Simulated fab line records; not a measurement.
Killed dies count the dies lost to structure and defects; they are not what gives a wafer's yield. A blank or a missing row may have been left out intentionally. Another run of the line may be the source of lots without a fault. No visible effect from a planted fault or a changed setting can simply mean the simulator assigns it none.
What tool caused it? || flow sky130 || Sampling: 6 lots, 17 wafers, 2 of 708 route steps

## WHAT THE GAUGES SHOWED, per wafer
SKY_NWELL_TW_MEAS_15.
{"lot": "L636", "measured": "day 5 10:20", "on": "film_metro-02", "NWELL_TW": "1838 1836 1837"}
{"lot": "L640", "measured": "day 6 07:35", "on": "film_metro-02", "NWELL_TW": "1827 1821 1823"}
{"lot": "L646", "measured": "day 7 17:00", "on": "film_metro-04", "NWELL_TW": "1840 1837"}
{"lot": "L651", "measured": "day 8 21:01", "on": "film_metro-04", "NWELL_TW": "1845 1838 1831"}
{"lot": "L653", "measured": "day 9 13:50", "on": "film_metro-03", "NWELL_TW": "1822 1815 1809"}
{"lot": "L655", "measured": "day 10 00:55", "on": "film_metro-03", "NWELL_TW": "1816 1815 1822"}

## EACH LOT AND THE TOOL THAT RAN IT (in order: tool; ch and the chambers of the sampled wafers; start)
{"lot": "L636", "SKY_NWELL_STRIP_14": "plasma_asher-02 ch 0,1, day 5 10:16"}
{"lot": "L640", "SKY_NWELL_STRIP_14": "plasma_asher-02 ch 0,1, day 6 07:30"}
{"lot": "L646", "SKY_NWELL_STRIP_14": "plasma_asher-04 ch 0,1, day 7 16:54"}
{"lot": "L651", "SKY_NWELL_STRIP_14": "plasma_asher-03 ch 0,1, day 8 20:55"}
{"lot": "L653", "SKY_NWELL_STRIP_14": "plasma_asher-04 ch 0,1, day 9 13:45"}
{"lot": "L655", "SKY_NWELL_STRIP_14": "plasma_asher-04 ch 0,1, day 10 00:48"}
- SKY_NWELL_STRIP_14: strips in O2/N2.

## THE ANSWER, worked out from the rows above alone
Rule: the usual values come from the lots themselves. The widest of any qualifying gaps counts: lots, ordered by their means at a reading, are off when they make up no more than a third of the lots, leave a main group of 4 or more, and stand apart from it by 3 or more times the standard deviation of that group's means. A main group is skipped when, at the precision printed for the reading in the tables above, its means are all equal. Also off: a lot with no number at a reading for which 4 or more lots have one. Where the step has rows for the other lots, those lots are counted as sound.
No lot is off on any of the readings shown, so nothing can be concluded from this.

## WHAT THE SIMULATOR PUT IN
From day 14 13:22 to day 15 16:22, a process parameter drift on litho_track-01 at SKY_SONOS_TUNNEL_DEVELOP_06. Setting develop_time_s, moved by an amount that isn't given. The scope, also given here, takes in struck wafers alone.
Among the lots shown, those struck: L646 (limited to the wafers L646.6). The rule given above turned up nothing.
